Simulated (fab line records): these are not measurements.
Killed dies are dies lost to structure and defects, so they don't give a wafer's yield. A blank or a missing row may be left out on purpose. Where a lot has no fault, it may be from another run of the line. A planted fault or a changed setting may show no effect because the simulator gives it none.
Which tool is to blame? -- flow sky130 -- 33 wafers from 11 lots sampled at 3 of the route's 708 steps

## WHAT EACH GAUGE READ, for each wafer
SKY_LI_CONTACT_THK_MEAS_01.
lot,measured,on,LI_CONTACT_HDPCVD_THK (nm)
L431,day 27 18:54,filmMetro-04,932 926 918
L436,day 30 00:39,filmMetro-03,929 926 922
L438,day 30 09:45,filmMetro-04,407 403 918
L439,day 30 22:59,filmMetro-02,407 940 421
L441,day 31 18:23,filmMetro-04,425 943 926
L446,day 32 22:37,filmMetro-02,933 922 916
L448,day 33 16:16,filmMetro-03,928 916 919
L449,day 34 05:51,filmMetro-04,921 936 945
L450,day 34 12:53,filmMetro-02,927 938 919
L451,day 34 18:05,filmMetro-04,925 916 921
L452,day 34 20:07,filmMetro-03,935 921 947

## WHAT TOOL EACH LOT RAN ON (gives the tool, then ch and the chambers of the sampled wafers, and finally the start)
lot,SKY_SD_N_RTA_14,SKY_LI_CONTACT_HDPCVD_00
L431,"rtpAnneal-01 ch 0, day 27 18:14","hdpcvd-01 ch 0,1,2, day 27 18:47"
L436,"rtpAnneal-02 ch 0, day 29 23:59","hdpcvd-02 ch 0,1,2, day 30 00:32"
L438,"rtpAnneal-02 ch 0, day 30 09:05","hdpcvd-02 ch 1,2, day 30 09:38"
L439,"rtpAnneal-01 ch 0, day 30 22:17","hdpcvd-02 ch 0,1, day 30 22:50"
L441,"rtpAnneal-01 ch 0, day 31 17:44","hdpcvd-02 ch 0,2, day 31 18:17"
L446,"rtpAnneal-02 ch 0, day 32 21:58","hdpcvd-01 ch 0,2, day 32 22:31"
L448,"rtpAnneal-01 ch 0, day 33 15:37","hdpcvd-01 ch 0,1,2, day 33 16:09"
L449,"rtpAnneal-02 ch 0, day 34 05:11","hdpcvd-02 ch 0,1, day 34 05:44"
L450,"rtpAnneal-01 ch 0, day 34 12:14","hdpcvd-02 ch 0,2, day 34 12:46"
L451,"rtpAnneal-02 ch 0, day 34 17:26","hdpcvd-02 ch 0,1, day 34 17:59"
L452,"rtpAnneal-01 ch 0, day 34 19:27","hdpcvd-02 ch 0,1,2, day 34 20:02"
- SKY_SD_N_RTA_14: time 2 s.
- SKY_LI_CONTACT_HDPCVD_00: deposits PSG, target thk 930 nm, time 155 s.

## THE ANSWER, worked out from the rows above alone
Rule: the usual values come from the lots themselves. Put in order of their means at a reading, lots are off if they are a third of the lots or fewer, leave a main group of 4 or more, and stand apart from it by a gap of 3 or more times the standard deviation of the main group's means; of several such gaps the widest counts. Not used: any main group whose means are identical at the precision the tables above print for the reading. A lot without any number at a reading at which 4 lots or more have one is off too. The other lots that the step has rows for count as sound.
Off: L438, L439, L441, seen at SKY_LI_CONTACT_THK_MEAS_01 (LI_CONTACT_HDPCVD_THK). For the main group the mean is 927 nm and the standard deviation 4.9.
If a tool, at a process step before that reading, ran all the lots that are off and no sound lot after the first of them, it fits. Gauges at SKY_LI_CONTACT_THK_MEAS_01: tried the same way as those tools. Not one of the candidates tried fits.

## WHAT THE SIMULATOR PUT IN
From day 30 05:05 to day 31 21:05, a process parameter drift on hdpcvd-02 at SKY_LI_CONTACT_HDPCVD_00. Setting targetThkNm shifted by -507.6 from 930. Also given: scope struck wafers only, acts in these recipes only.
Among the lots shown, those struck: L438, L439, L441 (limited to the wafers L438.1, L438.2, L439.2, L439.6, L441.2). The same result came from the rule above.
